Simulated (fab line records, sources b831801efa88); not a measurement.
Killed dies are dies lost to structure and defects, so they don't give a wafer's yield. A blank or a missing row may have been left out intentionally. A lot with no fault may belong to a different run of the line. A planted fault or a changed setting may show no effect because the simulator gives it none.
Code-filled problem report in 8D (eight disciplines) form    flow sky130    the parts of the form that need people (team, actions taken, sign-off) are left out

1. WHAT WENT WRONG
At SKY_METAL5_COAT_09, spin_speed_rpm averages 3206.1 rpm over 6 wafers from 2 lots, while fault-free wafers read 2999.8 rpm, standard deviation 2. So: +99 or more standard deviations from the usual mean.
The step: resist thk 1800 nm.
Earliest sighting: wafer L979.1 on litho_track-04 at day 48 04:16. At this step, 36 wafers from 12 lots have a number in the record. By rule, "out" or "out of limits" means more than 4 standard deviations away from the usual mean. All remaining wafers that have a number are taken as sound.

2. WHAT IT IS, AND WHAT IT ISN'T
question                     is                      is not
which readings at this step  spin_speed_rpm          -
which lots                   L979, L982              L961, L962, L963, L964, L966, L967, L969, L970, L972, L984
which wafers of those lots   all that have a number  -
read on which tools          litho_track-04          litho_track-02
when                         from day 48 04:16       up to then (27 sound wafers); but 3 sound wafers of L984 came after

3. WHAT RULES OUT EACH SUSPECT
Counting: a tool at a process step up to the reading stays a suspect if it ran every lot that is out and no sound lot after the first of them.
- litho_track-04 at SKY_METAL5_COAT_09 (resist thk 1800 nm): kept. It ran every lot that is out, first L979 (day 48 04:16), and no sound lot after that; its last sound lot up to then is L972 (day 46 10:52). Out on those wafers are its own readings of spin_speed_rpm.
The count leaves litho_track-04 at SKY_METAL5_COAT_09.

4. THE CAUSE (what the simulator had put in)
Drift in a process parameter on litho_track-04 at SKY_METAL5_COAT_09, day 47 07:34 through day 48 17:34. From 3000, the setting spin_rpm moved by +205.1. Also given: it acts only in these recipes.
Only this tool survived the counting.

5. THE EFFECT CHAIN, in route order
Each row: a reading where the mean over the struck wafers with a number is more than 3 standard deviations away from the usual. Only readings for which the record gives a usual standard deviation are gone through. hours: the time from each lot's start at the first step in this table that gives one to its start at this step, as a median over the lots. sigmas: the change in usual standard deviations.
hours  step                 reading                   usual       on struck wafers  change  sigmas
0      SKY_METAL5_COAT_09   spin_speed_rpm            2999.8 rpm  3206.1            +206.3  +99 or more
10     SKY_METAL5_STRIP_16  strip_time_to_endpoint_s  13.03 s     12.43             -0.60   -6.0
Process steps it contains:
- SKY_METAL5_COAT_09: resist thk 1800 nm.
- SKY_METAL5_STRIP_16: strips in O2/N2.

6. HOW IT WOULD HAVE BEEN CAUGHT EARLIER
In this record no reading fell out of limits until day 48 04:16, 21 hours after the fault had begun at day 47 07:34.
